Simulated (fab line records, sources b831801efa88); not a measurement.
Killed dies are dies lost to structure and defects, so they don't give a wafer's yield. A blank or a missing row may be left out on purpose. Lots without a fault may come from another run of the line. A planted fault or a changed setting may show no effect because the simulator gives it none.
Which tool did it? | flow sky130 | 12 lots, 36 wafers sampled, at 5 steps of a route of 708

WHAT THE GAUGES READ, wafer by wafer
SKY_VT_ADJUST_HVTR_CD_MEAS_07: target cd 380 nm. Usual: cd_nm 380.0 nm, standard deviation 2.8.
lot  | measured     | on        | cd_nm (nm)        | flag
L664 | day 9 20:17  | cd_sem-01 | 379.5 380.5 377.0 |
L665 | day 10 07:25 | cd_sem-01 | 378.8 378.5 381.5 |
L666 | day 10 09:13 | cd_sem-01 | 378.8 380.0 381.5 |
L667 | day 10 18:58 | cd_sem-02 | 382.7 384.1 380.9 |
L668 | day 11 01:05 | cd_sem-02 | 377.2 375.8 377.0 |
L669 | day 11 10:40 | cd_sem-01 | 378.7 379.2 380.2 |
L670 | day 11 13:38 | cd_sem-01 | 384.3 382.8 382.8 |
L671 | day 12 00:02 | cd_sem-01 | 386.8 382.5 384.1 |
L681 | day 15 04:31 | cd_sem-01 | 382.3 383.2 380.7 |
L683 | day 15 14:58 | cd_sem-01 | 382.4 383.9 382.3 |
L684 | day 16 03:07 | cd_sem-02 | 378.8 379.2 382.2 |
L686 | day 17 02:52 | cd_sem-01 | 372.1 372.2 373.6 |

SKY_SONOS_ONO_THK_MEAS_03. Usual: SONOS_ONO_CVD_02_THK 10.49 nm, standard deviation 0.12.
lot  | measured     | on            | SONOS_ONO_CVD_02_THK (nm) | flag
L664 | day 12 00:05 | film_metro-03 | 10.79 10.67 10.69         |
L665 | day 12 15:30 | film_metro-03 | 10.47 10.30 10.37         |
L666 | day 12 15:30 | film_metro-04 | 10.44 10.56 10.42         |
L667 | day 13 05:23 | film_metro-04 | 10.54 10.64 10.60         |
L668 | day 13 05:24 | film_metro-01 | 10.36 10.43 10.37         |
L669 | day 13 16:25 | film_metro-04 | 10.51 10.63 10.53         |
L670 | day 13 20:29 | film_metro-03 | 10.48 10.39 10.36         |
L671 | day 14 05:10 | film_metro-03 | 10.58 10.61 10.55         |
L681 | day 17 18:49 | film_metro-01 | 10.45 10.41 10.31         |
L683 | day 18 03:02 | film_metro-04 | 10.53 10.54 10.51         |
L684 | day 18 19:41 | film_metro-03 | 10.71 10.71 10.72         |
L686 | day 19 19:05 | film_metro-03 | 10.67 10.58 10.50         |

SKY_GATE_OXIDE_TW_MEAS_14. Usual: GATE_OXIDE_TW 226.2, standard deviation 1.8.
lot  | measured     | on            | GATE_OXIDE_TW     | flag
L664 | day 14 09:32 | film_metro-04 | 225.7 224.7 224.2 |
L665 | day 15 01:13 | film_metro-03 | 225.1 225.2 226.5 |
L666 | day 15 01:19 | film_metro-04 | 226.0 224.6 226.9 |
L667 | day 15 14:37 | film_metro-03 | 226.0 225.8 225.4 |
L668 | day 15 14:59 | film_metro-02 | 229.0 228.4 229.3 |
L669 | day 16 02:55 | film_metro-04 | 225.4 224.2 225.8 |
L670 | day 16 04:54 | film_metro-04 | 227.3 226.9 224.7 |
L671 | day 16 16:22 | film_metro-02 | 228.7 228.4 228.1 |
L681 | day 20 12:19 | film_metro-04 | 193.7 192.8 192.9 | OFF
L683 | day 20 20:19 | film_metro-02 | 195.7 196.1 195.1 | OFF
L684 | day 21 15:20 | film_metro-04 | 224.9 225.3 224.5 |
L686 | day 22 11:53 | film_metro-03 | 223.7 223.0 223.4 |

WHICH TOOL RAN EACH LOT (tool, then ch and the chambers of the sampled wafers, then the start)
lot  | SKY_GATE_OXIDE_IMPLANT_11       | SKY_GATE_OXIDE_STRIP_13
L664 | implanter-04 ch 0, day 14 09:14 | plasma_asher-01 ch 0,1, day 14 09:26
L665 | implanter-01 ch 0, day 15 00:52 | plasma_asher-03 ch 0,1, day 15 01:07
L666 | implanter-04 ch 0, day 15 00:58 | plasma_asher-04 ch 0,1, day 15 01:13
L667 | implanter-01 ch 0, day 15 14:16 | plasma_asher-01 ch 0,1, day 15 14:31
L668 | implanter-04 ch 0, day 15 14:38 | plasma_asher-03 ch 0,1, day 15 14:52
L669 | implanter-02 ch 0, day 16 02:34 | plasma_asher-03 ch 0,1, day 16 02:49
L670 | implanter-02 ch 0, day 16 04:35 | plasma_asher-01 ch 0,1, day 16 04:48
L671 | implanter-04 ch 0, day 16 16:02 | plasma_asher-01 ch 0,1, day 16 16:16
L681 | implanter-04 ch 0, day 20 11:58 | plasma_asher-03 ch 0,1, day 20 12:13
L683 | implanter-04 ch 0, day 20 19:58 | plasma_asher-01 ch 0,1, day 20 20:13
L684 | implanter-02 ch 0, day 21 14:51 | plasma_asher-04 ch 1, day 21 15:14
L686 | implanter-02 ch 0, day 22 11:34 | plasma_asher-01 ch 0,1, day 22 11:47
- SKY_GATE_OXIDE_IMPLANT_11
- SKY_GATE_OXIDE_STRIP_13: strips in O2/N2.

WHAT THE TOOLS THEMSELVES READ (means of the sampled wafers that have a number; where no wafer has one, the mark that the record gives instead)
SKY_GATE_OXIDE_IMPLANT_11. Usual: dose_ions_cm2 2.6007e+12, standard deviation 2.8e+09; faraday_current_uA 14.7, standard deviation 0.32.
lot  | tool         | dose_ions_cm2 | faraday_current_uA | flag
L664 | implanter-04 | 2.6043e+12    | 14.5               |
L665 | implanter-01 | 2.6005e+12    | 14.7               |
L666 | implanter-04 | 2.6008e+12    | 14.2               |
L667 | implanter-01 | 2.5987e+12    | 14.5               |
L668 | implanter-04 | 2.6017e+12    | 14.7               |
L669 | implanter-02 | 2.5999e+12    | 14.4               |
L670 | implanter-02 | 2.6005e+12    | 14.6               |
L671 | implanter-04 | 2.5993e+12    | 14.9               |
L681 | implanter-04 | 1.5020e+12    | 8.3                | OFF
L683 | implanter-04 | 1.5014e+12    | 8.6                | OFF
L684 | implanter-02 | 2.5990e+12    | 14.9               |
L686 | implanter-02 | 2.5985e+12    | 14.2               |

SKY_GATE_OXIDE_STRIP_13. Usual: chamber_pressure_mTorr 1500.0 mTorr, standard deviation 1.4; drypump_motor_current_A 5.65 A, standard deviation 0.19; oes_product_au 0.715 a.u., standard deviation 0.0046; strip_time_to_endpoint_s 14.18 s, standard deviation 0.037.
lot  | tool            | chamber_pressure_mTorr (mTorr) | drypump_motor_current_A (A) | oes_product_au (a.u.) | strip_time_to_endpoint_s (s) | flag
L664 | plasma_asher-01 | 1498.9                         | 5.58                        | 0.711                 | 14.17                        |
L665 | plasma_asher-03 | 1499.7                         | 5.54                        | 0.716                 | 14.12                        |
L666 | plasma_asher-04 | 1499.2                         | 5.78                        | 0.718                 | 14.16                        |
L667 | plasma_asher-01 | 1500.0                         | 5.67                        | 0.713                 | 14.18                        |
L668 | plasma_asher-03 | 1500.3                         | 5.56                        | 0.712                 | 14.16                        |
L669 | plasma_asher-03 | 1501.6                         | 5.52                        | 0.719                 | 14.19                        |
L670 | plasma_asher-01 | 1501.8                         | 5.59                        | 0.714                 | 14.18                        |
L671 | plasma_asher-01 | 1500.4                         | 5.56                        | 0.712                 | 14.13                        |
L681 | plasma_asher-03 | 1501.1                         | 5.57                        | 0.711                 | 14.18                        |
L683 | plasma_asher-01 | 1500.3                         | 5.65                        | 0.715                 | 14.15                        |
L684 | plasma_asher-04 | 1499.8                         | 5.88                        | 0.717                 | 14.23                        |
L686 | plasma_asher-01 | 1499.7                         | 5.55                        | 0.711                 | 14.18                        |

THE ANSWER, worked out from the rows above alone
Rule: a lot is off if the mean of its wafers that have a number lies more than 3 standard deviations from the usual mean. A lot without any number at a reading at which 4 lots or more have one is off too. The other lots that the step has rows for count as sound. The gauges are gone through in route order, then the tools' own readings, and for those a lot's mean is taken as printed above. The first step at which some lot is off is used, and at that step the reading that is off furthest; a lot without a number counts as furthest.
Off: L681, L683, at SKY_GATE_OXIDE_TW_MEAS_14 (GATE_OXIDE_TW).
A tool fits if, at a process step before that reading, it ran every lot that is off, and no sound lot after the first of them. The gauges at SKY_GATE_OXIDE_TW_MEAS_14 aren't tried: what is off there is off at SKY_GATE_OXIDE_IMPLANT_11 too, on other tools, and a gauge's error can't cause that. One fits: implanter-04 at SKY_GATE_OXIDE_IMPLANT_11. Its last sound lot is L671 (day 16 16:02), its first lot that is off L681 (day 20 11:58): a fault that began between those two fits.
The tool's own readings at SKY_GATE_OXIDE_IMPLANT_11 bear it out: on the lots that are off they differ by more than 5 times the standard deviation of the sound lots' means. dose_ions_cm2 reads 1.5017e+12 there against 2.6003e+12 on the sound lots; faraday_current_uA reads 8.4 there against 14.6 on the sound lots.

WHAT THE SIMULATOR HAD PUT IN
Process parameter drift: implanter-04, from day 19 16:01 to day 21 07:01, at SKY_GATE_OXIDE_IMPLANT_11. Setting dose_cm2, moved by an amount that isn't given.
Lots struck among those shown: L681, L683. The rule above found the same.
